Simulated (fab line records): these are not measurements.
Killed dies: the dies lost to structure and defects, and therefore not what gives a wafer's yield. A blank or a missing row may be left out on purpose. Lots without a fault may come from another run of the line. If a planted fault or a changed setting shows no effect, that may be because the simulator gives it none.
Comparing a struck lot with a sound one + flow gf180mcu + 35 steps out of a route of 602
Sound: these wafers, L267.3, L267.4, L267.6. Struck: wafers L261.1, L261.4, L261.6. Last of all comes the cause.
At each step with rows: each side's tool, then ch and its chambers, then its first start. Under that, the readings that differ: sound wafers + struck wafers + difference of the means + sigmas: that difference in standard deviations of wafers without a fault.
alike: same words and numbers on both sides, and readings whose means sit less than 2 such deviations apart. not compared: any withheld reading, any reading some wafer has no value for, any bound like >300 that may hide the same value, and any number with overlapping values for which the record gives no deviation.
A row with sigmas, a row that says differs or no value, or rows on one side alone: a step with any of these is where the two part. Numbers that have no deviation but don't overlap get no sigmas and don't part them. A reading missing from all wafers of one side parts the sides only when that side holds two or more wafers.

first, 3 steps without rows for these wafers: GF_SALICIDE_WET_ETCH_01 (etches SiO2 in dHF, target depth 5 nm, time 100 s); GF_SALICIDE_SPUTTER_02 (material Co, target thk 10 nm, time 20 s); GF_SALICIDE_SPUTTER_03 (material TiN, target thk 20 nm, time 16.7 s).
GF_SALICIDE_RS_MEAS_04: measurement is done with a four-point probe.
  sound: filmMetro-02 at day 20 09:22; struck: filmMetro-02 at day 18 14:59
  alike: SALICIDE_TIN_RS
GF_SALICIDE_THK_MEAS_05: measures by xrf.
  sound: filmMetro-02 at day 20 09:28; struck: filmMetro-02 at day 18 15:07
| reading               | sound             | struck            | difference | sigmas |
|-----------------------|-------------------|-------------------|------------|--------|
| SALICIDE_TIN_THK (nm) | 19.39 19.37 19.33 | 19.93 20.05 19.78 | +0.56      | +2     |
GF_SALICIDE_RTA_06: time 30 s.
  sound on rtpAnneal-01 ch 0, day 20 09:32; struck on rtpAnneal-01 ch 0, day 18 15:10
  alike: annealTempCMax, wafer_temp_C_max
then, 1 step without rows for these wafers: GF_SALICIDE_WET_ETCH_07 (etches the open film in SPM, target depth 120 nm).
GF_SALICIDE_RTA_08: time 30 s.
  sound on rtpAnneal-02 ch 0, day 20 09:44; struck on rtpAnneal-02 ch 0, day 18 15:22
  alike: annealTempCMax, lampPowerPct, wafer_temp_C_max
then, 1 step without rows for these wafers: GF_CONTACT_CVD_00 (deposits SiO2, target thk 300 nm, time 50 s).
GF_CONTACT_THK_MEAS_01:
  sound: filmMetro-02 at day 20 09:52; struck: filmMetro-02 at day 18 15:31
  alike: CONTACT_CVD_00_THK
GF_CONTACT_CVD_02: deposits SiO2 from TEOS, target thk 860 nm, time 95.992 s.
  sound on pecvd-02 ch 1,2, day 20 09:54; struck on pecvd-02 ch 1,2, day 18 15:35
  alike: heaterPowerW, susceptorTempC
GF_CONTACT_THK_MEAS_03:
  sound: filmMetro-01 at day 20 09:59; struck: filmMetro-03 at day 18 15:39
  alike: CONTACT_CVD_02_THK
GF_CONTACT_CMP_04: polishes SiO2.
  sound on cmp-02 ch 0,1,2, day 20 10:08; struck on cmp-01 ch 0,1,3, day 18 15:52
  no value came back on the struck wafers for any of 5 readings (edgeZonePressureFrac, headPressurePsi (psi) and others); on the sound wafers edgeZonePressureFrac reads 0.997 0.998 0.988
| reading                                 | sound             | struck            | difference | sigmas |
|-----------------------------------------|-------------------|-------------------|------------|--------|
| model.SiO2_of_CONTACT_CVD_02.thkNm (nm) | 559.6 560.1 561.8 | 859.4 872.4 866.1 | +305.5     |        |
GF_CONTACT_BOW_MEAS_05:
  sound: filmMetro-02 at day 20 10:22; struck: filmMetro-03 at day 18 16:04
  alike: CONTACT_BOW
then, 8 steps without rows for these wafers: GF_CONTACT_DEHYDRATE_06 (time 60 s); GF_CONTACT_HMDS_07 (prime time 60 s); GF_CONTACT_COAT_08; GF_CONTACT_COAT_09 (resist thk 1000 nm); GF_CONTACT_SOFTBAKE_10 (time 60 s); GF_CONTACT_EXPOSE_11 (exposes mask Contact, target cd 220 nm); GF_CONTACT_PEB_12 (peb time 90 s); GF_CONTACT_DEVELOP_13 (develop time 60 s).
GF_CONTACT_CD_MEAS_14: the cd target is 220 nm.
  sound: cdSem-01 at day 21 11:09; struck: cdSem-01 at day 19 17:52
  alike: cdNm
GF_CONTACT_OVL_MEAS_15:
  sound: overlay-02 at day 21 11:14; struck: overlay-01 at day 19 17:59
  alike: CONTACT_OVL
then, 1 step without rows for these wafers: GF_CONTACT_ETCH_16 (etches BARC in N2/H2).
GF_CONTACT_ETCH_17: etches SiO2 in C4F8/O2/Ar, stops on CoSi2, target depth 860 nm.
  sound on rieDiel-04 ch 0,2; struck on rieDiel-02 ch 1,2
| reading                           | sound             | struck            | difference | sigmas      |
|-----------------------------------|-------------------|-------------------|------------|-------------|
| oesProductAu (a.u.)               | 0.819 0.814 0.809 | 1.556 1.568 1.563 | +0.748     | +99 or more |
| model.etch.depthNm (nm)           | 864.3 862.5 862.2 | 1159 1181 1168    | +306       |             |
| model.CONTACT.featureDepthNm (nm) | 864.3 862.5 862.2 | 1159 1181 1168    | +306       |             |
  alike: chamberPressureMTorr
GF_CONTACT_STRIP_18: strips in O2/N2.
  sound on plasmaAsher-04 ch 0,1, day 21 11:28; struck on plasmaAsher-01 ch 0,1, day 19 18:11
  alike: chamberPressureMTorr, drypumpMotorCurrentA, heaterPowerW, oesProductAu
  not compared: rfHoursCounterH
then, 3 steps without rows for these wafers: GF_CONTACT_CLEAN_19 (cleans in SPM); GF_CONTACT_CLEAN_20 (cleans in DIW); GF_CONTACT_CLEAN_21 (cleans in dHF, time 20 s).
GF_CONTACT_SPUTTER_22: material Ti, target thk 15 nm, time 80.02 s.
  sound: pvdSputter-03 at day 21 11:45; struck: pvdSputter-02 at day 19 18:29
  alike: throttleValvePct
then, 2 steps without rows for these wafers: GF_CONTACT_SPUTTER_23 (material TiN, target thk 10 nm, time 40 s); GF_CONTACT_CVD_24 (deposits W, target thk 300 nm, time 90.339 s).
GF_CONTACT_CMP_27: polishes, stops on SiO2, t overpolish 15 s, target thk 0 nm.
  sound on cmp-01 ch 0,1,3, day 21 12:17; struck on cmp-02 ch 0,1, day 19 18:55
| reading                                 | sound           | struck            | difference | sigmas |
|-----------------------------------------|-----------------|-------------------|------------|--------|
| model.SiO2_of_CONTACT_CVD_02.thkNm (nm) | 552.8 553.3 555 | 852.6 865.7 859.3 | +305.5     |        |
  alike: edgeZonePressureFrac, headPressurePsi, motorCurrentA, platenRpm
-- the record jumps here: 12 days lie between the struck wafers' starts before and after (it left off in module CONTACT and takes up again in module PASSIVATION, whose first step shown is number 602 of the route) --
GF_PASSIVATION_PROBE_99:
  record: rows for the struck wafers here (prober-02, day 31 21:38), none for the sound ones

## WHERE THEY PART
First at GF_SALICIDE_THK_MEAS_05; last, within this record, at GF_PASSIVATION_PROBE_99.

WHY: what had been put in by the simulator
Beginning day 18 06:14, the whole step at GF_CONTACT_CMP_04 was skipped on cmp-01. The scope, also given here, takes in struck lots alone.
